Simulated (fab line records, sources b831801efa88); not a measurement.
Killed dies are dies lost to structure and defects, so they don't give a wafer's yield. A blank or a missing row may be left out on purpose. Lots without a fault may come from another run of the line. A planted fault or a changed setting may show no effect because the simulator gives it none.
A struck lot beside a sound one | flow gf180mcu | 14 steps out of a route of 602
Sound: wafers L293.1, L293.4, L293.6. Struck: wafers L284.1, L284.2, L284.4. The cause comes at the end.
At each step with rows: each side's tool, then ch and its chambers, then its first start. Under that, the readings that differ: sound wafers | struck wafers | difference of the means | sigmas: that difference in standard deviations of wafers without a fault.
alike: readings whose means differ by less than 2 such deviations, and words and numbers that are the same on both sides. not compared: withheld readings, readings that some wafer has no value for, bounds like >300 that may hide the same value, and numbers for which the record gives no deviation and whose values overlap.
The two part at a step that has a row with sigmas, a row that says differs or no value, or rows on one side only. Numbers that don't overlap but have no deviation are shown without sigmas and don't part them. A reading that every wafer of one side lacks parts them only if that side has two wafers or more.

GF_M3_SPUTTER_00: material Ti, target thk 37.5 nm, time 150 s.
  sound on pvd_sputter-04, day 27 14:28; struck on pvd_sputter-02, day 25 01:42
  alike: throttle_valve_pct
GF_M3_SPUTTER_01: material TiN, target thk 30 nm, time 25 s.
  sound on pvd_sputter-04, day 27 14:34; struck on pvd_sputter-02, day 25 01:48
  alike: throttle_valve_pct
GF_M3_SPUTTER_02: material AlCu, target thk 450 nm, time 23.9 s.
  sound on pvd_sputter-04, day 27 14:36; struck on pvd_sputter-02, day 25 01:50
  alike: throttle_valve_pct
GF_M3_SPUTTER_03: material Ti, target thk 10 nm, time 6.7 s.
  sound on pvd_sputter-04, day 27 14:38; struck on pvd_sputter-02, day 25 01:52
  alike: throttle_valve_pct
GF_M3_SPUTTER_04: material TiN, target thk 50 nm, time 41.7 s.
  sound on pvd_sputter-04, day 27 14:39; struck on pvd_sputter-02, day 25 01:53
  alike: throttle_valve_pct
GF_M3_RS_MEAS_05: measures by four-point-probe.
  sound on film_metro-02, day 27 14:41; struck on film_metro-03, day 25 01:55
  alike: M3_ALCU_RS
GF_M3_THK_MEAS_06: measures by xrf.
  sound on film_metro-02, day 27 14:49; struck on film_metro-03, day 25 02:02
  alike: M3_ALCU_THK
then, 5 steps without rows for these wafers: GF_M3_DEHYDRATE_07 (time 60 s); GF_M3_HMDS_08 (prime time 60 s); GF_M3_COAT_09 (resist thk 1000 nm); GF_M3_SOFTBAKE_10 (time 60 s); GF_M3_EXPOSE_11 (exposes mask Metal3, target cd 280 nm).
GF_M3_PEB_12: peb time 90 s.
  sound on litho_track-03 ch 0, day 28 10:12; struck on litho_track-04, day 25 22:09
  no value came back on the struck wafers for chill_plate_temp_C (C), exhaust_pa (Pa); on the sound wafers chill_plate_temp_C (C) reads 22.99 22.95 22.92
then, 1 step without rows for these wafers: GF_M3_DEVELOP_13 (develop time 60 s).

WHERE THEY PART
Only at GF_M3_PEB_12, within this record.

WHY: what the simulator had put in
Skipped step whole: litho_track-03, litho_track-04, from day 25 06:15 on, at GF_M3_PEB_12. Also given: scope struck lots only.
